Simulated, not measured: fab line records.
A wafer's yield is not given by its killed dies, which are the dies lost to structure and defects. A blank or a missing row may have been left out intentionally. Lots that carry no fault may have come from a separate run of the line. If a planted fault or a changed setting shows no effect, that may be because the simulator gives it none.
Which tool is to blame? | flow sky130 | 24 lots with 72 wafers sampled at 6 steps, on a route of 708 steps

== WHAT EACH GAUGE READ, for each wafer ==
SKY_CAPM_THK_MEAS_01.
lot  | measured     | on            | CAPM_CVD_00_THK (nm)
L074 | day 37 18:40 | film-metro-01 | 15.66 15.66 15.64
L075 | day 37 22:11 | film-metro-01 | 15.42 15.94 15.63
L076 | day 38 02:09 | film-metro-01 | 15.78 15.47 15.55
L077 | day 38 19:39 | film-metro-01 | 15.64 15.90 15.94
L078 | day 39 02:11 | film-metro-03 | 15.57 15.62 15.78
L079 | day 39 03:38 | film-metro-03 | 15.51 15.62 15.80
L080 | day 39 05:47 | film-metro-03 | 15.28 15.42 15.68
L081 | day 40 02:49 | film-metro-02 | 15.92 15.96 15.66
L082 | day 40 05:14 | film-metro-02 | 15.41 15.77 15.74
L083 | day 40 06:36 | film-metro-01 | 15.64 15.80 15.51
L084 | day 40 13:24 | film-metro-01 | 15.65 15.49 15.71
L085 | day 41 04:59 | film-metro-02 | 15.36 15.14 15.24
L086 | day 41 09:36 | film-metro-03 | 15.48 15.68 15.82
L087 | day 41 13:35 | film-metro-01 | 15.60 15.30 15.40
L088 | day 41 15:05 | film-metro-03 | 15.41 15.17 15.59
L089 | day 42 04:01 | film-metro-02 | 15.27 15.36 15.29
L090 | day 42 06:56 | film-metro-03 | 15.55 15.96 15.82
L091 | day 42 13:59 | film-metro-03 | 15.43 15.94 15.80
L092 | day 42 15:27 | film-metro-03 | 15.52 15.32 15.35
L093 | day 43 05:10 | film-metro-01 | 15.84 15.63 15.96
L094 | day 43 07:25 | film-metro-03 | 15.51 15.57 15.76
L095 | day 43 19:25 | film-metro-02 | 15.05 15.12 15.47
L096 | day 43 20:38 | film-metro-03 | 15.60 15.94 16.06
L097 | day 44 07:50 | film-metro-01 | 15.37 15.80 15.81

SKY_VIA3_THK_MEAS_23: measures by xrf.
lot  | measured     | on            | VIA3_W_THK (nm)
L074 | day 41 02:53 | film-metro-04 | 369 367 363
L075 | day 41 06:52 | film-metro-04 | 375 370 375
L076 | day 41 10:06 | film-metro-04 | 372 375 368
L077 | day 42 02:46 | film-metro-04 | 368 367 368
L078 | day 42 08:44 | film-metro-01 | 371 368 366
L079 | day 42 10:05 | film-metro-04 | 364 362 362
L080 | day 42 11:20 | film-metro-02 | 368 363 367
L081 | day 43 08:08 | film-metro-01 | 362 366 370
L082 | day 43 10:49 | film-metro-04 | 374 381 374
L083 | day 43 12:31 | film-metro-04 | 368 367 372
L084 | day 43 18:18 | film-metro-01 | 377 369 374
L085 | day 44 07:30 | film-metro-01 | 372 367 373
L086 | day 44 12:56 | film-metro-04 | 377 373 372
L087 | day 44 17:02 | film-metro-04 | 371 367 371
L088 | day 44 18:22 | film-metro-02 | 371 371 375
L089 | day 45 07:11 | film-metro-04 | 371 374 364
L090 | day 45 08:22 | film-metro-02 | 372 370 372
L091 | day 45 15:08 | film-metro-01 | 364 368 362
L092 | day 45 17:05 | film-metro-01 | 372 377 373
L093 | day 46 06:50 | film-metro-01 | 371 371 376
L094 | day 46 07:34 | film-metro-02 | 368 368 366
L095 | day 46 22:39 | film-metro-04 | 359 357 364
L096 | day 47 00:01 | film-metro-01 | 373 371 374
L097 | day 47 06:50 | film-metro-04 | 367 369 366

== TOOL THAT RAN EACH LOT (tool first, then ch and the chambers of the sampled wafers, then the start) ==
lot  | SKY_CAPM_SPUTTER_02          | SKY_CAPM_METAL_ETCH_13            | SKY_METAL3_ETCH_17                 | SKY_VIA3_ETCH_14
L074 | pvd-sputter-01, day 37 18:43 | rie-metal-02 ch 0,1, day 38 21:14 | rie-diel-01 ch 1,2,3, day 39 23:24 | rie-diel-01 ch 1,2, day 41 01:52
L075 | pvd-sputter-03, day 37 22:14 | rie-metal-01 ch 0,1, day 39 00:40 | rie-diel-01 ch 0,3, day 40 03:00   | rie-diel-01 ch 0,2, day 41 05:51
L076 | pvd-sputter-03, day 38 02:13 | rie-metal-01 ch 1, day 39 03:44   | rie-diel-04 ch 0,2,3, day 40 06:00 | rie-diel-02 ch 1,2,3, day 41 09:06
L077 | pvd-sputter-01, day 38 19:43 | rie-metal-03 ch 0,1, day 39 21:26 | rie-diel-04 ch 1,2, day 40 22:59   | rie-diel-01 ch 0,1,3, day 42 01:43
L078 | pvd-sputter-02, day 39 02:13 | rie-metal-01 ch 0,1, day 40 03:48 | rie-diel-03 ch 0,1,2, day 41 05:38 | rie-diel-02 ch 0,1, day 42 07:42
L079 | pvd-sputter-01, day 39 03:41 | rie-metal-01 ch 0,1, day 40 05:03 | rie-diel-01 ch 1,2, day 41 07:00   | rie-diel-04 ch 0,2,3, day 42 09:01
L080 | pvd-sputter-01, day 39 05:50 | rie-metal-02 ch 0,1, day 40 06:51 | rie-diel-04 ch 0,2,3, day 41 08:35 | rie-diel-01 ch 0,1,2, day 42 10:19
L081 | pvd-sputter-02, day 40 02:53 | rie-metal-02 ch 0,1, day 41 03:38 | rie-diel-01 ch 0,1,3, day 42 04:57 | rie-diel-02 ch 1,2, day 43 07:06
L082 | pvd-sputter-01, day 40 05:17 | rie-metal-02 ch 0,1, day 41 06:08 | rie-diel-04 ch 1,3, day 42 07:18   | rie-diel-04 ch 0,1,3, day 43 09:48
L083 | pvd-sputter-01, day 40 06:40 | rie-metal-03 ch 0,1, day 41 08:11 | rie-diel-03 ch 0,2,3, day 42 10:06 | rie-diel-01 ch 1,2,3, day 43 11:31
L084 | pvd-sputter-02, day 40 13:28 | rie-metal-02 ch 0,1, day 41 14:15 | rie-diel-04 ch 0,2,3, day 42 15:20 | rie-diel-04 ch 1,2,3, day 43 17:09
L085 | pvd-sputter-01, day 41 05:02 | rie-metal-01 ch 0,1, day 42 04:41 | rie-diel-03 ch 0,2,3, day 43 05:51 | rie-diel-04 ch 0,1,3, day 44 06:25
L086 | pvd-sputter-02, day 41 09:40 | rie-metal-01 ch 0,1, day 42 10:26 | rie-diel-04 ch 1,2, day 43 11:00   | rie-diel-04 ch 0,2, day 44 11:52
L087 | pvd-sputter-01, day 41 13:38 | rie-metal-02 ch 0,1, day 42 13:50 | rie-diel-01 ch 2,3, day 43 14:54   | rie-diel-01 ch 0,1,2, day 44 15:52
L088 | pvd-sputter-01, day 41 15:08 | rie-metal-02 ch 1, day 42 15:51   | rie-diel-01 ch 0,3, day 43 16:56   | rie-diel-04 ch 0,3, day 44 17:13
L089 | pvd-sputter-03, day 42 04:05 | rie-metal-02 ch 0,1, day 43 04:23 | rie-diel-04 ch 1,2,3, day 44 05:51 | rie-diel-04 ch 0,1,3, day 45 06:11
L090 | pvd-sputter-02, day 42 06:58 | rie-metal-03 ch 0,1, day 43 06:58 | rie-diel-03 ch 0,3, day 44 06:54   | rie-diel-02 ch 0,1, day 45 07:19
L091 | pvd-sputter-01, day 42 14:02 | rie-metal-01 ch 0,1, day 43 13:08 | rie-diel-01 ch 0,3, day 44 13:39   | rie-diel-02 ch 1,2,3, day 45 14:04
L092 | pvd-sputter-03, day 42 15:32 | rie-metal-01 ch 0,1, day 43 15:47 | rie-diel-04 ch 0,3, day 44 16:18   | rie-diel-04 ch 0,1,3, day 45 16:04
L093 | pvd-sputter-03, day 43 05:13 | rie-metal-01 ch 0,1, day 44 05:50 | rie-diel-01 ch 0,1,3, day 45 06:07 | rie-diel-01 ch 0,1, day 46 05:47
L094 | pvd-sputter-01, day 43 07:27 | rie-metal-02 ch 0,1, day 44 06:44 | rie-diel-03 ch 0,1,3, day 45 06:12 | rie-diel-04 ch 0,3, day 46 06:24
L095 | pvd-sputter-01, day 43 19:28 | rie-metal-02 ch 0,1, day 44 18:47 | rie-diel-03 ch 0,1,2, day 45 23:50 | rie-diel-02 ch 1,2,3, day 46 21:23
L096 | pvd-sputter-03, day 43 20:41 | rie-metal-01 ch 0,1, day 44 19:18 | rie-diel-03 ch 1,2, day 46 00:12   | rie-diel-02 ch 0,2, day 46 22:40
L097 | pvd-sputter-02, day 44 07:53 | rie-metal-03 ch 0,1, day 45 06:53 | rie-diel-03 ch 0,1,2, day 46 06:09 | rie-diel-04 ch 0,1, day 47 05:36
- SKY_CAPM_SPUTTER_02: material TiN, target thk 200 nm, time 166.7 s.
- SKY_CAPM_METAL_ETCH_13: etches TiN in Cl2/BCl3, stops on SiO2, target depth 220 nm, time 62.9 s.
- SKY_METAL3_ETCH_17: etches SiO2 in C4F8/O2/Ar, stops on TiN, time 3.9 s, target depth 15 nm.
- SKY_VIA3_ETCH_14: etches BARC in N2/H2, stops on SiO2, time 45.9 s, target depth 60 nm.

== WHAT THE TOOLS THEMSELVES READ (means of the sampled wafers that have a number; where no wafer has one, the mark that the record gives instead) ==
SKY_CAPM_SPUTTER_02.
lot  | tool           | throttle-valve-pct (%)
L074 | pvd-sputter-01 | 29.7
L075 | pvd-sputter-03 | 30.1
L076 | pvd-sputter-03 | 29.8
L077 | pvd-sputter-01 | 28.7
L078 | pvd-sputter-02 | 30.5
L079 | pvd-sputter-01 | 29.5
L080 | pvd-sputter-01 | 29.5
L081 | pvd-sputter-02 | 30.5
L082 | pvd-sputter-01 | 29.5
L083 | pvd-sputter-01 | 28.3
L084 | pvd-sputter-02 | 30.7
L085 | pvd-sputter-01 | 28.8
L086 | pvd-sputter-02 | 30.5
L087 | pvd-sputter-01 | 29.5
L088 | pvd-sputter-01 | 29.8
L089 | pvd-sputter-03 | 29.9
L090 | pvd-sputter-02 | 30.2
L091 | pvd-sputter-01 | 30.4
L092 | pvd-sputter-03 | 30.2
L093 | pvd-sputter-03 | 29.8
L094 | pvd-sputter-01 | 30.4
L095 | pvd-sputter-01 | 29.4
L096 | pvd-sputter-03 | 30.3
L097 | pvd-sputter-02 | 30.1

SKY_CAPM_METAL_ETCH_13.
lot  | tool         | drypump-motor-current-A (A) | oes-product-au (a.u.) | throttle-valve-pct (%)
L074 | rie-metal-02 | 5.4                         | 0.943                 | 21.905
L075 | rie-metal-01 | 6.1                         | 0.943                 | 21.891
L076 | rie-metal-01 | 6.0                         | 0.934                 | 21.906
L077 | rie-metal-03 | 5.6                         | 0.939                 | 21.897
L078 | rie-metal-01 | 6.2                         | 0.940                 | 21.908
L079 | rie-metal-01 | 6.1                         | 0.935                 | 21.904
L080 | rie-metal-02 | 5.4                         | 0.936                 | 21.901
L081 | rie-metal-02 | 5.4                         | 0.940                 | 21.890
L082 | rie-metal-02 | 5.5                         | 0.936                 | 21.903
L083 | rie-metal-03 | 5.3                         | 0.932                 | 21.916
L084 | rie-metal-02 | 5.4                         | 0.941                 | 21.889
L085 | rie-metal-01 | 6.3                         | 0.939                 | 21.894
L086 | rie-metal-01 | 6.3                         | 0.935                 | 21.905
L087 | rie-metal-02 | 5.4                         | 0.939                 | 21.905
L088 | rie-metal-02 | 5.3                         | 0.929                 | 21.902
L089 | rie-metal-02 | 5.4                         | 0.937                 | 21.903
L090 | rie-metal-03 | 5.3                         | 0.945                 | 21.896
L091 | rie-metal-01 | 6.2                         | 0.930                 | 21.903
L092 | rie-metal-01 | 6.2                         | 0.944                 | 21.900
L093 | rie-metal-01 | 6.1                         | 0.947                 | 21.905
L094 | rie-metal-02 | 5.5                         | 0.940                 | 21.904
L095 | rie-metal-02 | 5.4                         | 0.934                 | 21.903
L096 | rie-metal-01 | 6.3                         | 0.946                 | 21.901
L097 | rie-metal-03 | 5.3                         | 0.943                 | 21.913

SKY_METAL3_ETCH_17.
lot  | tool        | oes-product-au (a.u.)
L074 | rie-diel-01 | 0.757
L075 | rie-diel-01 | 0.759
L076 | rie-diel-04 | 0.754
L077 | rie-diel-04 | 0.763
L078 | rie-diel-03 | 0.757
L079 | rie-diel-01 | 0.753
L080 | rie-diel-04 | 0.754
L081 | rie-diel-01 | 0.762
L082 | rie-diel-04 | 0.759
L083 | rie-diel-03 | 0.756
L084 | rie-diel-04 | 0.758
L085 | rie-diel-03 | 0.744
L086 | rie-diel-04 | 0.759
L087 | rie-diel-01 | 0.757
L088 | rie-diel-01 | 0.750
L089 | rie-diel-04 | 0.752
L090 | rie-diel-03 | 0.761
L091 | rie-diel-01 | 0.763
L092 | rie-diel-04 | 0.754
L093 | rie-diel-01 | 0.764
L094 | rie-diel-03 | 0.759
L095 | rie-diel-03 | 0.751
L096 | rie-diel-03 | 0.762
L097 | rie-diel-03 | 0.754

SKY_VIA3_ETCH_14.
lot  | tool        | drypump-motor-current-A (A) | h2-flow-sccm (sccm) | oes-product-au (a.u.) | throttle-valve-pct (%)
L074 | rie-diel-01 | 5.1                         | 200.2               | 0.850                 | 13.223
L075 | rie-diel-01 | 5.6                         | 200.5               | 0.853                 | 13.227
L076 | rie-diel-02 | 6.1                         | 199.7               | 0.851                 | 13.231
L077 | rie-diel-01 | 5.5                         | 199.7               | 0.850                 | 13.227
L078 | rie-diel-02 | 5.5                         | 200.4               | 0.859                 | 13.227
L079 | rie-diel-04 | 5.7                         | 200.0               | 0.856                 | 13.229
L080 | rie-diel-01 | 5.4                         | 199.8               | 0.857                 | 13.217
L081 | rie-diel-02 | 5.8                         | 199.9               | 0.853                 | 13.223
L082 | rie-diel-04 | 5.8                         | 200.1               | 0.854                 | 13.228
L083 | rie-diel-01 | 5.4                         | 199.8               | 0.851                 | 13.230
L084 | rie-diel-04 | 5.9                         | 200.1               | 0.847                 | 13.229
L085 | rie-diel-04 | 5.8                         | 200.4               | 0.855                 | 13.224
L086 | rie-diel-04 | 5.4                         | 200.3               | 0.856                 | 13.222
L087 | rie-diel-01 | 5.4                         | 200.0               | 0.853                 | 13.216
L088 | rie-diel-04 | 5.9                         | 199.4               | 0.856                 | 13.217
L089 | rie-diel-04 | 5.8                         | 200.0               | 0.858                 | 13.223
L090 | rie-diel-02 | 5.4                         | 200.6               | 0.854                 | 13.229
L091 | rie-diel-02 | 6.0                         | 200.0               | 0.852                 | 13.219
L092 | rie-diel-04 | 5.8                         | 200.1               | 0.853                 | 13.222
L093 | rie-diel-01 | 5.2                         | 200.1               | 0.856                 | 13.224
L094 | rie-diel-04 | 5.7                         | 200.3               | 0.857                 | 13.238
L095 | rie-diel-02 | 6.0                         | 200.5               | 0.851                 | 13.221
L096 | rie-diel-02 | 6.1                         | 199.7               | 0.856                 | 13.219
L097 | rie-diel-04 | 5.6                         | 200.1               | 0.853                 | 13.224

== THE ANSWER, worked out from the rows above alone ==
Rule: the lots themselves supply what counts as usual. The widest of any qualifying gaps counts: lots, ordered by their means at a reading, are off when they make up no more than a third of the lots, leave a main group of 4 or more, and stand apart from it by 3 or more times the standard deviation of that group's means. A main group is skipped when, at the precision printed for the reading in the tables above, its means are all equal. A lot without any number at a reading at which 4 lots or more have one is off too. All remaining lots with rows at the step are treated as sound. The gauges are gone through in route order, then the tools' own readings, and for those a lot's mean is taken as printed above. The first step at which some lot is off is used, and at that step the reading that is off furthest; a lot without a number counts as furthest.
No lot is off at any reading shown: from this, nothing can be told.

== WHAT THE SIMULATOR PUT IN ==
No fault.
